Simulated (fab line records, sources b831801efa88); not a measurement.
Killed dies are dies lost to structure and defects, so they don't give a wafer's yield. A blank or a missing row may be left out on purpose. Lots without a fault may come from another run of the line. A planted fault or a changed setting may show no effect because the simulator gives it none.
Which tool did it? | flow gf180mcu | 13 lots, 39 wafers sampled, at 4 steps of a route of 602

WHAT THE GAUGES READ, wafer by wafer
GF_M5_CD_MEAS_07: target cd 280 nm. Usual: cd_nm 279.7 nm, standard deviation 1.4.
lot  | measured     | on        | cd_nm (nm)        | flag
L107 | day 26 03:29 | cd_sem-01 | 280.7 280.1 282.0 |
L108 | day 26 16:10 | cd_sem-01 | 280.6 281.0 281.5 |
L109 | day 26 21:24 | cd_sem-01 | 279.7 279.1 278.7 |
L111 | day 27 23:31 | cd_sem-01 | 278.2 277.6 279.1 |
L117 | day 29 12:19 | cd_sem-01 | 281.5 282.1 281.0 |
L119 | day 30 05:12 | cd_sem-01 | 280.2 281.2 280.1 |
L124 | day 31 11:56 | cd_sem-01 | 280.9 282.2 282.3 |
L125 | day 31 18:24 | cd_sem-02 | 280.1 279.7 280.8 |
L126 | day 31 23:58 | cd_sem-01 | 280.4 279.5 279.1 |
L127 | day 32 04:32 | cd_sem-01 | 279.3 280.4 279.2 |
L128 | day 32 09:28 | cd_sem-02 | 278.8 279.9 278.9 |
L129 | day 32 14:19 | cd_sem-02 | 280.4 279.5 280.2 |
L130 | day 32 18:18 | cd_sem-01 | 280.1 281.0 280.3 |

GF_M5_OVL_MEAS_08. Usual: M5_OVL 6 nm, standard deviation 4.7.
lot  | measured     | on         | M5_OVL (nm) | flag
L107 | day 26 03:35 | overlay-02 | 15 7 10     |
L108 | day 26 16:16 | overlay-02 | 6 9 8       |
L109 | day 26 21:31 | overlay-02 | 5 6 6       |
L111 | day 27 23:38 | overlay-02 | 6 11 10     |
L117 | day 29 12:23 | overlay-02 | 0 -5 0      |
L119 | day 30 05:19 | overlay-02 | -2 0 -6     |
L124 | day 31 12:01 | overlay-02 | 12 6 10     |
L125 | day 31 18:31 | overlay-01 | 0 9 6       |
L126 | day 32 00:04 | overlay-02 | 2 3 5       |
L127 | day 32 04:38 | overlay-02 | 10 4 6      |
L128 | day 32 09:35 | overlay-01 | -1 -1 2     |
L129 | day 32 14:26 | overlay-01 | 12 6 8      |
L130 | day 32 18:25 | overlay-02 | 7 2 9       |

GF_V5_THK_MEAS_25: measures by xrf. Usual: V5_W_THK 350 nm, standard deviation 4.4.
lot  | measured     | on            | V5_W_THK (nm) | flag
L107 | day 27 03:09 | film_metro-01 | 345 356 351   |
L108 | day 27 15:06 | film_metro-02 | 348 349 349   |
L109 | day 27 20:10 | film_metro-02 | 351 357 351   |
L111 | day 28 21:32 | film_metro-02 | 350 345 354   |
L117 | day 30 09:52 | film_metro-04 | 357 351 352   |
L119 | day 31 01:50 | film_metro-04 | 353 349 344   |
L124 | day 32 07:39 | film_metro-04 | 346 351 353   |
L125 | day 32 12:40 | film_metro-01 | 345 352 344   |
L126 | day 32 21:16 | film_metro-02 | 353 347 350   |
L127 | day 32 23:57 | film_metro-04 | 345 348 352   |
L128 | day 33 04:10 | film_metro-02 | 353 356 355   |
L129 | day 33 09:04 | film_metro-02 | 348 351 347   |
L130 | day 33 12:39 | film_metro-02 | 351 346 353   |

WHICH TOOL RAN EACH LOT (tool, then ch and the chambers of the sampled wafers, then the start)
lot  | GF_M1_SPUTTER_00
L107 | pvd_sputter-02, day 15 21:22
L108 | pvd_sputter-03, day 16 14:50
L109 | pvd_sputter-02, day 16 19:24
L111 | pvd_sputter-01, day 18 03:00
L117 | pvd_sputter-02, day 19 21:14
L119 | pvd_sputter-03, day 20 17:27
L124 | pvd_sputter-01, day 22 12:01
L125 | pvd_sputter-03, day 22 19:19
L126 | pvd_sputter-02, day 23 04:40
L127 | pvd_sputter-02, day 23 10:46
L128 | pvd_sputter-03, day 23 16:51
L129 | pvd_sputter-02, day 23 20:58
L130 | pvd_sputter-01, day 24 05:20
- GF_M1_SPUTTER_00: material Ti, target thk 37.5 nm, time 150 s.

WHAT THE TOOLS THEMSELVES READ (means of the sampled wafers that have a number; where no wafer has one, the mark that the record gives instead)
GF_M1_SPUTTER_00. Usual: cathode_dc_power_W 3999.9 W, standard deviation 0.73; throttle_valve_pct 30.0 %, standard deviation 0.74.
lot  | tool           | cathode_dc_power_W (W) | throttle_valve_pct (%) | flag
L107 | pvd_sputter-02 | 3999.8                 | 30.3                   |
L108 | pvd_sputter-03 | 4000.0                 | 29.7                   |
L109 | pvd_sputter-02 | 3999.7                 | 29.3                   |
L111 | pvd_sputter-01 | 4000.1                 | 30.1                   |
L117 | pvd_sputter-02 | 4000.5                 | 29.9                   |
L119 | pvd_sputter-03 | 3999.7                 | 30.4                   |
L124 | pvd_sputter-01 | 3999.8                 | 30.4                   |
L125 | pvd_sputter-03 | 4000.0                 | 30.5                   |
L126 | pvd_sputter-02 | 3999.9                 | 30.3                   |
L127 | pvd_sputter-02 | 4000.3                 | 30.0                   |
L128 | pvd_sputter-03 | 4001.1                 | 30.3                   |
L129 | pvd_sputter-02 | 3999.6                 | 30.0                   |
L130 | pvd_sputter-01 | 3999.4                 | 30.6                   |

THE ANSWER, worked out from the rows above alone
Rule: a lot is off if the mean of its wafers that have a number lies more than 3 standard deviations from the usual mean. A lot without any number at a reading at which 4 lots or more have one is off too. The other lots that the step has rows for count as sound. The gauges are gone through in route order, then the tools' own readings, and for those a lot's mean is taken as printed above. The first step at which some lot is off is used, and at that step the reading that is off furthest; a lot without a number counts as furthest.
No lot is off at any reading shown: from this, nothing can be told.

WHAT THE SIMULATOR HAD PUT IN
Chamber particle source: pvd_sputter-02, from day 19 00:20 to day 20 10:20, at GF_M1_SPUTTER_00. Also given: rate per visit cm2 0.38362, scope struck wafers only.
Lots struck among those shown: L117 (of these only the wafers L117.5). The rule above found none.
